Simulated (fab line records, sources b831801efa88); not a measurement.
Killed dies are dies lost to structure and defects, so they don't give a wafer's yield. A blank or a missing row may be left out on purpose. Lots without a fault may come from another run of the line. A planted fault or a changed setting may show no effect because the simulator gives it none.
fab line records | flow sky130
record lots=14 wafers=42 last_day=50
route steps=708 shown DNWELL@39
lots that met no fault: from a run of the same line without faults
start_h: hours from the record's first day to the start of the lot's first wafer shown | wait_h: hours since the lot's step before | " the same as in the row above | L1.1+2: a row that stands for several wafers | - no value, or no start given | * or withheld: withheld | < > ~ a bound
route shown NAME@n: a module of which the file shows steps, and the number in the route of the first | usual: mean/standard deviation of fault-free wafers | same: alike in all rows | chamber/n: place in a boat | sites: the reading at each site | _std_site: their standard deviation | _edge_site: outer sites' mean less inner sites' | radius_mm: how far each site lies from the wafer's centre | mask NAME#n: copy n | behind: the tool/chamber that last shaped the wafer | hold: why the lot was held/for how many hours/how that ended | device: the transistor (n, p or np) that didn't switch | end of line: the same wafers' tests at the end of the route | a step without rows: its recipe alone | killed: dies lost to structure and defects at the first sort, not the wafer's yield | map: a wafer's dies, x killed, . not, _ none there
set.NAME: the setting as run; set.NAME@STEP: as run at that earlier step | model.NAME: the simulator's own value behind a step, which no gauge read
steps of the route over a sample of lots; a table a step, a row a wafer
services: from which hour (start_h, from the record's first day; less than 0 if before it) a tool's chamber was out of use, for how many hours, and why
## steps
# step SKY_DNWELL_EXPOSE_04
# recipe mask_id=DNM na=0.57 target_cd_nm=3000 dose_mj=222
# usual exposure_dose_mJ_cm2=221.97/0.25 focus_offset_nm=-0.1/0.56 reticle_temp_C=23.03/0.087
# columns lot.wafer tool chamber start_h wait_h mask exposure_dose_mJ_cm2 focus_offset_nm reticle_temp_C
L707.1 iline_stepper-01 0 42.51 - DNM#0 221.83 -0.2 23.13
L707.3 " 0 " " DNM#0 221.81 -0.4 23.07
L707.6 " 0 " " DNM#0 222.14 -0.2 23.09
L708.2 iline_stepper-01 0 51.23 - DNM#0 222.22 0.5 22.84
L708.3 " 0 " " DNM#0 222.46 -0.9 22.86
L708.6 " 0 " " DNM#0 222.34 0.0 22.99
L710.2 iline_stepper-02 0 59.81 - DNM#0 222.18 -0.4 23.13
L710.3 " 0 " " DNM#0 222.32 -0.4 22.92
L710.4 " 0 " " DNM#0 222.49 -0.1 23.11
L711.1 iline_stepper-01 0 65.54 - DNM#0 221.82 -0.5 23.02
L711.5 " 0 " " DNM#0 221.90 -0.3 23.02
L711.6 " 0 " " DNM#0 222.32 -0.4 23.03
L712.2 iline_stepper-01 0 72.43 - DNM#0 222.20 1.1 23.04
L712.3 " 0 " " DNM#0 222.33 0.3 23.05
L712.4 " 0 " " DNM#0 221.92 -0.3 22.94
L715.1 iline_stepper-01 0 87.01 - DNM#0 221.83 0.0 22.92
L715.2 " 0 " " DNM#0 221.68 -0.3 22.91
L715.5 " 0 " " DNM#0 221.78 -1.0 22.91
L716.1 iline_stepper-01 0 92.51 - DNM#0 221.78 -0.8 23.06
L716.4 " 0 " " DNM#0 221.77 0.6 22.99
L716.5 " 0 " " DNM#0 222.15 -0.5 23.07
L717.3 iline_stepper-02 0 98.76 - DNM#0 221.91 -0.3 23.18
L717.4 " 0 " " DNM#0 221.56 -0.1 22.97
L717.5 " 0 " " DNM#0 221.82 -1.3 23.15
L720.2 iline_stepper-02 0 112.16 - DNM#0 222.29 0.9 23.02
L720.4 " 0 " " DNM#0 222.11 0.4 23.03
L720.6 " 0 " " DNM#0 222.08 0.7 23.15
L722.2 iline_stepper-02 - 123.56 - DNM#0 - - -
L722.3 " - " " DNM#0 - - -
L722.6 " - " " DNM#0 - - -
L723.1 iline_stepper-02 - 131.20 - DNM#0 - - -
L723.2 " - " " DNM#0 - - -
L723.4 " - " " DNM#0 - - -
L724.2 iline_stepper-02 0 135.56 - DNM#0 221.44 0.5 22.82
L724.4 " 0 " " DNM#0 221.54 -0.7 22.99
L724.6 " 0 " " DNM#0 221.75 0.0 22.93
L729.1 iline_stepper-01 0 162.24 - DNM#0 221.87 -0.2 23.00
L729.3 " 0 " " DNM#0 221.68 0.5 23.18
L729.5 " 0 " " DNM#0 221.70 -0.9 23.14
L730.2 iline_stepper-01 0 165.53 - DNM#0 221.97 0.3 23.19
L730.3 " 0 " " DNM#0 221.73 0.3 23.17
L730.4 " 0 " " DNM#0 222.24 0.8 23.11
# step SKY_DNWELL_TW_MEAS_09
# usual DNWELL_TW=1113/6.6
# columns lot.wafer tool chamber start_h wait_h DNWELL_TW
L707.1 film_metro-01 - 50.70 0.1 1118
L707.3 " - " " 1113
L707.6 " - " " 1114
L708.2 film_metro-01 - 59.57 0.1 1114
L708.3 " - " " 1111
L708.6 " - " " 1118
L710.2 film_metro-01 - 68.72 0.1 1112
L710.3 " - " " 1113
L710.4 " - " " 1112
L711.1 film_metro-02 - 74.45 0.1 1112
L711.5 " - " " 1120
L711.6 " - " " 1118
L712.2 film_metro-03 - 81.32 0.1 1101
L712.3 " - " " 1102
L712.4 " - " " 1102
L715.1 film_metro-02 - 96.21 0.1 1122
L715.2 " - " " 1116
L715.5 " - " " 1117
L716.1 film_metro-01 - 101.86 0.1 1121
L716.4 " - " " 1119
L716.5 " - " " 1120
L717.3 film_metro-03 - 108.62 0.1 1109
L717.4 " - " " 1108
L717.5 " - " " 1101
L720.2 film_metro-01 - 122.01 0.1 1114
L720.4 " - " " 1110
L720.6 " - " " 1116
L722.2 film_metro-01 - 133.77 0.1 30
L722.3 " - " " 30
L722.6 " - " " 30
L723.1 film_metro-03 - 140.65 0.1 30
L723.2 " - " " 30
L723.4 " - " " 30
L724.2 film_metro-01 - 145.05 0.1 1111
L724.4 " - " " 1114
L724.6 " - " " 1112
L729.1 film_metro-03 - 172.99 0.1 1104
L729.3 " - " " 1099
L729.5 " - " " 1099
L730.2 film_metro-01 - 176.65 0.1 1115
L730.3 " - " " 1110
L730.4 " - " " 1116
## services
# columns tool chamber start_h hours kind
iline_stepper-01 - 72.77 4.3 pm
iline_stepper-02 0 79.61 - calibration
iline_stepper-01 - 143.99 1.7 pm
## key
first_sign step=SKY_DNWELL_EXPOSE_04 reading=tool_record direction=missing
effect step=SKY_DNWELL_TW_MEAS_09 reading=DNWELL_TW direction=down sigmas=99+ usual=1113 struck=30
met_at SKY_DNWELL_EXPOSE_04
struck_lots L722,L723
sort_left_out L722.2,L722.3,L722.6,L723.1,L723.2,L723.4
tester_left_out L722,L723
onset_between 112.16 123.56
fault kind=skipped_step_whole tool=iline_stepper-02 chamber=- onset_h=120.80 steps=SKY_DNWELL_EXPOSE_04 scope=struck_lots_only
# tester_left_out: of these lots the tester's yield and bins aren't shown, on N5 and GAA mostly nor the transistor test; their killed dies are dies lost to structure and defects alone, not to doping, threshold or leakage, so they don't give the yield
# sort_left_out: the simulated sort isn't trusted on such a fault, so these wafers' sort isn't shown, and their yield isn't known
